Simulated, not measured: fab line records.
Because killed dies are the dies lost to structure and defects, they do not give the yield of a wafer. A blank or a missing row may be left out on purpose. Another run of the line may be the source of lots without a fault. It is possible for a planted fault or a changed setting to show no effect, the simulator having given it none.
Split-lot trial | flow sky130 | 23 wafers read across 5 lots, on a route 708 steps long

== THE SPLIT ITSELF ==
At SKY_LDD_P_DEVELOP_06 (develop time 60 s), the setting develop-time-s was moved away from the recipe's 60 s on 9 of the 23 wafers read, by +4.8% to +13.0%. This setting was run at the recipe's value on the other wafers.

There is no step in the file separating the split from the reading.

== THE READING ==
cd-nm (nm) at SKY_LDD_P_CD_MEAS_07, where the cd target is 380 nm. On this fab line, fault-free wafers typically give 380.2 nm with a standard deviation of 2.9 nm.

wafer  | tool, chamber at the split | develop-time-s as run, s | against the recipe | cd-nm, nm | against lot-mates on the recipe
L074.1 | litho-track-02, 0          | 60                       | recipe             | 382.6     | -
L074.2 | litho-track-02, 0          | 63.14                    | +5.2%              | 386.1     | +4.7
L074.3 | litho-track-02, 0          | 63.14                    | +5.2%              | 385.0     | +3.6
L074.4 | litho-track-02, 0          | 60                       | recipe             | 380.6     | -
L074.6 | litho-track-02, 0          | 60                       | recipe             | 381.0     | -
L076.2 | litho-track-04, 0          | 60                       | recipe             | 378.3     | -
L076.3 | litho-track-04, 0          | 60                       | recipe             | 376.9     | -
L076.4 | litho-track-04, 0          | 62.87                    | +4.8%              | 381.1     | +2.7
L076.5 | litho-track-04, 0          | 60                       | recipe             | 379.9     | -
L076.6 | litho-track-04, 0          | 62.87                    | +4.8%              | 386.2     | +7.8
L078.1 | litho-track-04, 0          | 63.23                    | +5.4%              | 388.0     | +5.3
L078.2 | litho-track-04, 0          | 60                       | recipe             | 382.3     | -
L078.3 | litho-track-04, 0          | 63.23                    | +5.4%              | 387.0     | +4.3
L078.4 | litho-track-04, 0          | 60                       | recipe             | 381.8     | -
L078.6 | litho-track-04, 0          | 60                       | recipe             | 383.9     | -
L080.2 | litho-track-04, 0          | 60                       | recipe             | 373.8     | -
L080.4 | litho-track-04, 0          | 60                       | recipe             | 375.2     | -
L080.6 | litho-track-04, 0          | 60                       | recipe             | 378.9     | -
L084.1 | litho-track-02, 0          | 60                       | recipe             | 375.5     | -
L084.2 | litho-track-02, 0          | 67.79                    | +13.0%             | 388.0     | +12.1
L084.3 | litho-track-02, 0          | 67.79                    | +13.0%             | 389.4     | +13.5
L084.4 | litho-track-02, 0          | 67.79                    | +13.0%             | 388.9     | +13.0
L084.6 | litho-track-02, 0          | 60                       | recipe             | 376.2     | -

FIT RESULTS
A straight line over all 23 wafers: cd-nm changes by +0.826 nm for each +1% of develop-time-s; r = +0.79; the points scatter about the line by 3 nm.
The same after taking each lot's own level away (the mean of its wafers on the recipe; 23 wafers): +0.983 nm for each +1%; r = +0.96; scatter 1.4 nm.
On that fit, the largest move of develop-time-s shifts the reading by 13 nm.
From 375.85 to 382.67 nm: that is the span of the lots' own levels, equal to 2.4 times the standard deviation above.
So the lot-to-lot level blurs the effect unless lot-mates are compared.
Check: for one of the wafers moved furthest among these (+13.0%), held out of the fit, the line's prediction against its lot-mates is +12.9 nm. Against them it came out at +12.1 nm.

== FURTHER SPLITS ON THESE WAFERS ==
Before the reading, these wafers also passed through other splits. Each is held against what the fit with the lots' levels taken away leaves over:
other split on the same wafers           | wafers away from the commonest value | r with cd-nm (lot level and that fit taken away)
SKY_GATE_OXIDE_DEVELOP_09 develop-time-s | 3                                    | -0.01
SKY_RES_PROTECT_SOFTBAKE_03 temp-c       | 11                                   | -0.19
SKY_RES_PROTECT_DEVELOP_06 dev-temp-c    | 5                                    | +0.00
SKY_POLY_GATE_ETCH_17 time-s             | 12                                   | -0.02
SKY_LDD_N_COAT_02 resist-thk-nm          | 6                                    | +0.04
SKY_LDD_N_DEVELOP_06 dev-temp-c          | 11                                   | -0.19

== FILE'S OWN FIT ==
cd-nm changes by +0.97 nm for each +1% of develop-time-s, r = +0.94.
